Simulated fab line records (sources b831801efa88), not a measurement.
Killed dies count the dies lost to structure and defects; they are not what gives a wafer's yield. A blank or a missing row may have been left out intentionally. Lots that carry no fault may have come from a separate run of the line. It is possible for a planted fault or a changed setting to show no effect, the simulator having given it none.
One fault seen from 2 desks || flow sky130 || only its own numbers are on each desk; what lay behind them is given at the end

== DESK OF THE TOOL OWNER: lpcvd-01 ==
The tool's own readings at SKY_POLY_GATE_CVD_00 (deposits poly-Si, target thk 180 nm, time 720 s): means of the sampled wafers that have a number, for each lot that ran on this tool. A lot is out of limits, marked OUT, if its mean lies more than 4 standard deviations from the usual mean; the brackets give that distance.
Columns: A = zonePowerCentrePct at SKY_POLY_GATE_CVD_00, usual 8.3 %; B = zonePowerLowerPct at SKY_POLY_GATE_CVD_00, usual 11.0 %
{"lot": "L191", "first seen here": "day 14 02:23", "A": 7.5, "B": 9.0}
{"lot": "L190", "first seen here": "day 14 03:55", "A": 7.4, "B": 8.9}
{"lot": "L192", "first seen here": "day 14 12:46", "A": 7.5, "B": 8.9}
{"lot": "L193", "first seen here": "day 15 06:52", "A": 8.9, "B": 12.5}
{"lot": "L195", "first seen here": "day 15 18:26", "A": 7.5, "B": 9.1}
{"lot": "L194", "first seen here": "day 15 19:38", "A": 8.9, "B": 12.5}
{"lot": "L196", "first seen here": "day 15 21:59", "A": 7.4, "B": 9.0}
{"lot": "L197", "first seen here": "day 16 04:32", "A": 8.9, "B": 12.4}
{"lot": "L198", "first seen here": "day 16 19:01", "A": 8.9, "B": 12.5}
{"lot": "L200", "first seen here": "day 17 11:22", "A": 8.8, "B": 12.5}
{"lot": "L204", "first seen here": "day 18 15:39", "A": 7.4, "B": 9.1}
{"lot": "L205", "first seen here": "day 19 04:26", "A": 8.9, "B": 12.4}
{"lot": "L213", "first seen here": "day 21 22:44", "A": 7.3, "B": 9.0}
Finding of this desk: none of the 13 lots has anything out of limits.

== THE METROLOGY DESK ==
What the gauges read, lot by lot, whatever tool the lot ran on: means of the sampled wafers that have a number. A lot is out of limits, marked OUT, if its mean lies more than 4 standard deviations from the usual mean; the brackets give that distance.
Columns: A = POLY_GATE_CVD_00_THK at SKY_POLY_GATE_THK_MEAS_01, usual 179.9 nm
{"lot": "L191", "first seen here": "day 14 03:36", "A": 179.3}
{"lot": "L190", "first seen here": "day 14 05:07", "A": 177.3}
{"lot": "L192", "first seen here": "day 14 13:59", "A": 179.7}
{"lot": "L193", "first seen here": "day 15 08:04", "A": 180.3}
{"lot": "L195", "first seen here": "day 15 19:38", "A": 179.5}
{"lot": "L194", "first seen here": "day 15 20:50", "A": 181.2}
{"lot": "L196", "first seen here": "day 15 23:13", "A": 179.9}
{"lot": "L197", "first seen here": "day 16 05:45", "A": 181.1}
{"lot": "L198", "first seen here": "day 16 20:13", "A": 177.6}
{"lot": "L200", "first seen here": "day 17 12:34", "A": 177.9}
{"lot": "L204", "first seen here": "day 18 16:51", "A": 178.6}
{"lot": "L205", "first seen here": "day 19 05:39", "A": "248.1 (+45) OUT"}
{"lot": "L213", "first seen here": "day 21 23:56", "A": 181.9}
Per this desk, out of limits: L205; the first was L205, day 19 05:39 (POLY_GATE_CVD_00_THK at SKY_POLY_GATE_THK_MEAS_01). In limits: L191, L190, L192, L193, L195, L194, L196, L197, L198, L200, L204, L213.

== PUT TOGETHER ==
At day 19 05:39 the metrology desk could have sounded an alarm, on L205.
The tool owner's desk saw nothing out of limits.
On record at the tool owner's desk: L205, within its limits.
The lots listed all ran SKY_POLY_GATE_CVD_00 on lpcvd-01.

== WHAT THE SIMULATOR HAD PUT IN ==
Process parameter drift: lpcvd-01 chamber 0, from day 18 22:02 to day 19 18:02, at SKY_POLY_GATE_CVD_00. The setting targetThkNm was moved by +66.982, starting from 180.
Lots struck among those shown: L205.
Delay in hours, fault start to first out-of-limits reading, per desk: metrology desk 8.
